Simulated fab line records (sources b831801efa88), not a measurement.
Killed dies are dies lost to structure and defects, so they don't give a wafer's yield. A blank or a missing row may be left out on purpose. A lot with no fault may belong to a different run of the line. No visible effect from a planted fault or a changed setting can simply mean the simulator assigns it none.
fab line records :: flow sfq-line
[record]
  lots = 14
  wafers = 42
  last-day = 77
route steps=325 shown I6@266
lots untouched by any fault: they come from a run of this same line in which no faults occurred
start-h: hours from the record's first day to the start of the lot's first wafer shown :: wait-h: hours from the lot's prior step to this one :: " same as the row above :: L1.1+2: several wafers, shown together as one row :: - no value, or no start was given :: * or withheld: withheld :: < > ~ a bound
route shown NAME@n: names a module that has steps shown in the file, with the first one's number in the route :: usual: mean/standard deviation of fault-free wafers :: same: alike in all rows :: chamber/n: place in a boat :: sites: the reading at each site :: _std_site: the standard deviation of these :: _edge_site: mean of outer sites minus mean of inner sites :: radius-mm: how far each site lies from the wafer's centre :: mask NAME#n: copy n :: behind: the last tool/chamber to shape the wafer :: hold: why the lot went on hold/how many hours it stayed there/how the hold came to an end :: device: which transistor (n, p or np) failed to switch :: end of line: tests run on the same wafers once the route is complete :: step lacking rows: just its recipe :: killed: dies lost to structure and defects at the first sort, not the wafer's yield :: map: a wafer's dies, x killed, . not, _ none there
set.NAME: the setting as run; set.NAME@STEP: as run at that earlier step :: model.NAME: the simulator's own value behind a step, which no gauge read
route steps across a sampled set of lots; one table per step, one row per wafer
services: the hour from which a tool's chamber was out of use, counted from the record's first day as start-h (under 0 if before that day), plus the number of hours and why
[[steps]]
[step SFQ_TRILAYER_I6_DEP_PECVD_165]
[recipe]
  material = SiO2
  temp-c = 150
  time-s = 111.11
  pressure-torr = 2.4
  rf-w = 183.3
  precursor = SiH4/N2O
  target-thk-nm = 500
[usual]
  heater-power-w = 80/14
  rf-fwd-power-W = 182.5/0.74
  throttle-valve-pct = 24.3/1.4
lot.wafer: L609.2
tool: pecvd-01
chamber: 1
start-h: 1385.75
wait-h: 0.0
heater-power-w: 87
rf-fwd-power-W: 183.7
since-wet-clean-h: 55
throttle-valve-pct: 24.6

lot.wafer: L609.3
tool: pecvd-01
chamber: 2
start-h: 1385.75
wait-h: 0.0
heater-power-w: 86
rf-fwd-power-W: 183.9
since-wet-clean-h: 55
throttle-valve-pct: 22.1

lot.wafer: L609.5
tool: pecvd-01
chamber: 1
start-h: 1385.75
wait-h: 0.0
heater-power-w: 71
rf-fwd-power-W: 183.4
since-wet-clean-h: -
throttle-valve-pct: 24.6

lot.wafer: L610.2
tool: pecvd-02
chamber: 2
start-h: 1394.15
wait-h: 0.0
heater-power-w: 102
rf-fwd-power-W: 182.2
since-wet-clean-h: 816
throttle-valve-pct: 24.9

lot.wafer: L610.4
tool: pecvd-02
chamber: 2
start-h: 1394.15
wait-h: 0.0
heater-power-w: 104
rf-fwd-power-W: 181.8
since-wet-clean-h: -
throttle-valve-pct: 25.3

lot.wafer: L610.6
tool: pecvd-02
chamber: 1
start-h: 1394.15
wait-h: 0.0
heater-power-w: 45
rf-fwd-power-W: 180.8
since-wet-clean-h: -
throttle-valve-pct: 25.5

lot.wafer: L611.1
tool: pecvd-01
chamber: 1
start-h: 1398.95
wait-h: 0.0
heater-power-w: 85
rf-fwd-power-W: 183.3
since-wet-clean-h: 68
throttle-valve-pct: 24.4

lot.wafer: L611.3
tool: pecvd-01
chamber: 2
start-h: 1398.95
wait-h: 0.0
heater-power-w: 84
rf-fwd-power-W: 183.3
since-wet-clean-h: 68
throttle-valve-pct: 22.0

lot.wafer: L611.6
tool: pecvd-01
chamber: 2
start-h: 1398.95
wait-h: 0.0
heater-power-w: 86
rf-fwd-power-W: 182.7
since-wet-clean-h: -
throttle-valve-pct: 22.2

lot.wafer: L612.1
tool: pecvd-01
chamber: 2
start-h: 1402.55
wait-h: 0.0
heater-power-w: 78
rf-fwd-power-W: 182.5
since-wet-clean-h: 72
throttle-valve-pct: 22.3

lot.wafer: L612.2
tool: pecvd-01
chamber: 1
start-h: 1402.55
wait-h: 0.0
heater-power-w: 80
rf-fwd-power-W: 184.3
since-wet-clean-h: 72
throttle-valve-pct: 24.6

lot.wafer: L612.6
tool: pecvd-01
chamber: 0
start-h: 1402.55
wait-h: 0.0
heater-power-w: 80
rf-fwd-power-W: 181.9
since-wet-clean-h: -
throttle-valve-pct: 23.8

lot.wafer: L613.1
tool: pecvd-03
chamber: 0
start-h: 1429.76
wait-h: 0.0
heater-power-w: 97
rf-fwd-power-W: 182.8
since-wet-clean-h: 475
throttle-valve-pct: 23.1

lot.wafer: L613.3
tool: pecvd-03
chamber: 2
start-h: 1429.76
wait-h: 0.0
heater-power-w: 84
rf-fwd-power-W: 183.0
since-wet-clean-h: 475
throttle-valve-pct: 23.6

lot.wafer: L613.5
tool: pecvd-03
chamber: 0
start-h: 1429.76
wait-h: 0.0
heater-power-w: 101
rf-fwd-power-W: 182.4
since-wet-clean-h: -
throttle-valve-pct: 23.3

lot.wafer: L619.3
tool: pecvd-03
chamber: 1
start-h: 1458.97
wait-h: 0.0
heater-power-w: 101
rf-fwd-power-W: 153.7
since-wet-clean-h: 504
throttle-valve-pct: 24.4

lot.wafer: L619.5
tool: pecvd-03
chamber: 0
start-h: 1458.97
wait-h: 0.0
heater-power-w: 122
rf-fwd-power-W: 152.1
since-wet-clean-h: -
throttle-valve-pct: 23.2

lot.wafer: L619.6
tool: pecvd-03
chamber: 1
start-h: 1458.97
wait-h: 0.0
heater-power-w: 103
rf-fwd-power-W: 153.9
since-wet-clean-h: -
throttle-valve-pct: 24.4

lot.wafer: L623.1
tool: pecvd-03
chamber: 2
start-h: 1490.73
wait-h: 0.0
heater-power-w: 95
rf-fwd-power-W: 154.1
since-wet-clean-h: 536
throttle-valve-pct: 23.9

lot.wafer: L623.5
tool: pecvd-03
chamber: 1
start-h: 1490.73
wait-h: 0.0
heater-power-w: 85
rf-fwd-power-W: 152.6
since-wet-clean-h: -
throttle-valve-pct: 24.4

lot.wafer: L623.6
tool: pecvd-03
chamber: 0
start-h: 1490.73
wait-h: 0.0
heater-power-w: 124
rf-fwd-power-W: 153.1
since-wet-clean-h: -
throttle-valve-pct: 22.8

lot.wafer: L625.2
tool: pecvd-01
chamber: 2
start-h: 1503.51
wait-h: 0.0
heater-power-w: 74
rf-fwd-power-W: 183.5
since-wet-clean-h: 173
throttle-valve-pct: 22.3

lot.wafer: L625.3
tool: pecvd-01
chamber: 1
start-h: 1503.51
wait-h: 0.0
heater-power-w: 78
rf-fwd-power-W: 182.3
since-wet-clean-h: 173
throttle-valve-pct: 25.1

lot.wafer: L625.4
tool: pecvd-01
chamber: 1
start-h: 1503.51
wait-h: 0.0
heater-power-w: 79
rf-fwd-power-W: 182.9
since-wet-clean-h: -
throttle-valve-pct: 24.9

lot.wafer: L627.1
tool: pecvd-01
chamber: 1
start-h: 1510.68
wait-h: 0.0
heater-power-w: 84
rf-fwd-power-W: 183.1
since-wet-clean-h: 180
throttle-valve-pct: 24.6

lot.wafer: L627.2
tool: pecvd-01
chamber: 0
start-h: 1510.68
wait-h: 0.0
heater-power-w: 68
rf-fwd-power-W: 182.2
since-wet-clean-h: 180
throttle-valve-pct: 23.6

lot.wafer: L627.3
tool: pecvd-01
chamber: 2
start-h: 1510.68
wait-h: 0.0
heater-power-w: 81
rf-fwd-power-W: 182.7
since-wet-clean-h: 180
throttle-valve-pct: 22.6

lot.wafer: L628.1
tool: pecvd-01
chamber: 2
start-h: 1540.08
wait-h: 0.0
heater-power-w: 83
rf-fwd-power-W: 183.0
since-wet-clean-h: 209
throttle-valve-pct: 22.5

lot.wafer: L628.2
tool: pecvd-01
chamber: 0
start-h: 1540.08
wait-h: 0.0
heater-power-w: 83
rf-fwd-power-W: 182.4
since-wet-clean-h: 209
throttle-valve-pct: 23.8

lot.wafer: L628.5
tool: pecvd-01
chamber: 2
start-h: 1540.08
wait-h: 0.0
heater-power-w: 85
rf-fwd-power-W: 182.2
since-wet-clean-h: -
throttle-valve-pct: 22.5

lot.wafer: L629.2
tool: pecvd-02
chamber: 2
start-h: 1542.48
wait-h: 0.0
heater-power-w: 99
rf-fwd-power-W: 183.5
since-wet-clean-h: 965
throttle-valve-pct: 25.8

lot.wafer: L629.3
tool: pecvd-02
chamber: 0
start-h: 1542.48
wait-h: 0.0
heater-power-w: 71
rf-fwd-power-W: 182.2
since-wet-clean-h: 965
throttle-valve-pct: 27.4

lot.wafer: L629.5
tool: pecvd-02
chamber: 0
start-h: 1542.48
wait-h: 0.0
heater-power-w: 73
rf-fwd-power-W: 181.4
since-wet-clean-h: -
throttle-valve-pct: 27.0

lot.wafer: L630.1
tool: pecvd-03
chamber: 0
start-h: 1552.18
wait-h: 0.0
heater-power-w: 98
rf-fwd-power-W: 182.8
since-wet-clean-h: 597
throttle-valve-pct: 23.1

lot.wafer: L630.4
tool: pecvd-03
chamber: 1
start-h: 1552.18
wait-h: 0.0
heater-power-w: 80
rf-fwd-power-W: 181.4
since-wet-clean-h: -
throttle-valve-pct: 24.9

lot.wafer: L630.5
tool: pecvd-03
chamber: 2
start-h: 1552.18
wait-h: 0.0
heater-power-w: 70
rf-fwd-power-W: 183.4
since-wet-clean-h: -
throttle-valve-pct: 23.7

lot.wafer: L631.4
tool: pecvd-01
chamber: 1
start-h: 1553.42
wait-h: 0.0
heater-power-w: 72
rf-fwd-power-W: 183.3
since-wet-clean-h: -
throttle-valve-pct: 24.9

lot.wafer: L631.5
tool: pecvd-01
chamber: 0
start-h: 1553.42
wait-h: 0.0
heater-power-w: 69
rf-fwd-power-W: 182.9
since-wet-clean-h: -
throttle-valve-pct: 23.7

lot.wafer: L631.6
tool: pecvd-01
chamber: 2
start-h: 1553.42
wait-h: 0.0
heater-power-w: 86
rf-fwd-power-W: 182.4
since-wet-clean-h: -
throttle-valve-pct: 22.7

lot.wafer: L632.2
tool: pecvd-02
chamber: 1
start-h: 1558.18
wait-h: 0.0
heater-power-w: 50
rf-fwd-power-W: 181.9
since-wet-clean-h: 980
throttle-valve-pct: 25.8

lot.wafer: L632.5
tool: pecvd-02
chamber: 2
start-h: 1558.18
wait-h: 0.0
heater-power-w: 102
rf-fwd-power-W: 182.3
since-wet-clean-h: -
throttle-valve-pct: 25.5

lot.wafer: L632.6
tool: pecvd-02
chamber: 0
start-h: 1558.18
wait-h: 0.0
heater-power-w: 74
rf-fwd-power-W: 181.9
since-wet-clean-h: -
throttle-valve-pct: 27.2
[[services]]
tool: pecvd-03
chamber: -
start-h: 1379.89
hours: 3.1
kind: repair

tool: pecvd-03
chamber: -
start-h: 1537.59
hours: 7.1
kind: repair
[[key]]
[first-sign]
  step = SFQ_TRILAYER_I6_DEP_PECVD_165
  reading = rf-fwd-power-W
  direction = down
  sigmas = 40
  usual = 182.5
  struck = 153.2
effect none on later readings
met-at SFQ_TRILAYER_I6_DEP_PECVD_165
struck-lots L619,L623
onset-between 1429.76 1458.97
[fault]
  kind = process-parameter-drift
  tool = pecvd-03
  chamber = -
  onset-h = 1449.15
  steps = SFQ_TRILAYER_I6_DEP_PECVD_165
  channel = rf-w
  offset = -29.328
  shape = step
  end-h = 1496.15
  acts-in = these-recipes-only
  stated = 183.3
